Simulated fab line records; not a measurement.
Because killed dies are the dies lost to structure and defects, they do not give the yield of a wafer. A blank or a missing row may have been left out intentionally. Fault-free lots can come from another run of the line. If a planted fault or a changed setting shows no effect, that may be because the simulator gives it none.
2 desks, one fault + flow sky130 + each desk holds nothing but its own numbers, with what lay behind them at the end

== AT THE METROLOGY DESK ==
Lot by lot, what the gauges showed, no matter which tool ran the lot: averages of those sampled wafers that carry a number. Any lot whose mean is over 4 standard deviations away from the usual mean is out of limits and marked OUT; that distance is given in the brackets.
Columns: A = NWELL_2_TW at SKY_NWELL_TW_MEAS_26, usual 500; B = NWELL_RS at SKY_NWELL_RS_MEAS_29, usual 625.0 ohm/sq; C = PWDE_RS at SKY_NWELL_RS_MEAS_31, usual 5274 ohm/sq; D = cd_nm at SKY_VT_ADJUST_HVTP_CD_MEAS_07, usual 379.7 nm
| lot  | first seen here | A   | B     | C    | D     |
|------|-----------------|-----|-------|------|-------|
| L798 | day 5 03:44     | 512 | 624.6 | 5261 | 375.9 |
| L804 | day 6 18:13     | 502 | 624.6 | 5277 | 374.5 |
| L811 | day 8 11:08     | 490 | 623.4 | 5279 | 375.7 |
| L812 | day 8 20:26     | 489 | 628.2 | 5270 | 374.7 |
| L815 | day 10 00:38    | 501 | 625.2 | 5262 | 379.9 |
| L818 | day 10 08:59    | 507 | 626.9 | 5274 | 381.3 |
This desk's verdict: no lot among the 6 shows anything out of limits.

== DESK OF THE TOOL OWNER: litho_track-02 ==
The tool's own readings at SKY_VT_ADJUST_HVTP_DEVELOP_06 (develop time 60 s): means of the sampled wafers that have a number, for each lot that ran on this tool. Any lot whose mean is over 4 standard deviations away from the usual mean is out of limits and marked OUT; that distance is given in the brackets.
Columns: A = developer_temp_C at SKY_VT_ADJUST_HVTP_DEVELOP_06, usual 22.99 C; B = exhaust_pa at SKY_VT_ADJUST_HVTP_DEVELOP_06, usual 45.0 Pa
| lot  | first seen here | A               | B    |
|------|-----------------|-----------------|------|
| L804 | day 7 13:58     | 23.07           | 44.7 |
| L811 | day 9 08:52     | 25.25 (+21) OUT | 45.3 |
| L812 | day 9 18:14     | 25.19 (+20) OUT | 45.8 |
This desk's finding: out of limits on L811, L812; first on L811, day 9 08:52 (developer_temp_C at SKY_VT_ADJUST_HVTP_DEVELOP_06). L804: within limits.

== TAKEN TOGETHER ==
The tool owner's desk could have raised an alarm at day 9 08:52, on L811, L812.
The metrology desk saw nothing out of limits.
The metrology desk holds a record of L811, L812, inside its limits.
Every lot named ran SKY_VT_ADJUST_HVTP_DEVELOP_06 on litho_track-02.

== WHAT THE SIMULATOR HAD INSERTED ==
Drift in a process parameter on litho_track-02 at SKY_VT_ADJUST_HVTP_DEVELOP_06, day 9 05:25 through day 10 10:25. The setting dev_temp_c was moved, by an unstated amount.
Struck lots among those shown: L811, L812.
Time in hours from fault onset to the first out-of-limits reading at each desk: the tool owner's desk, 3.
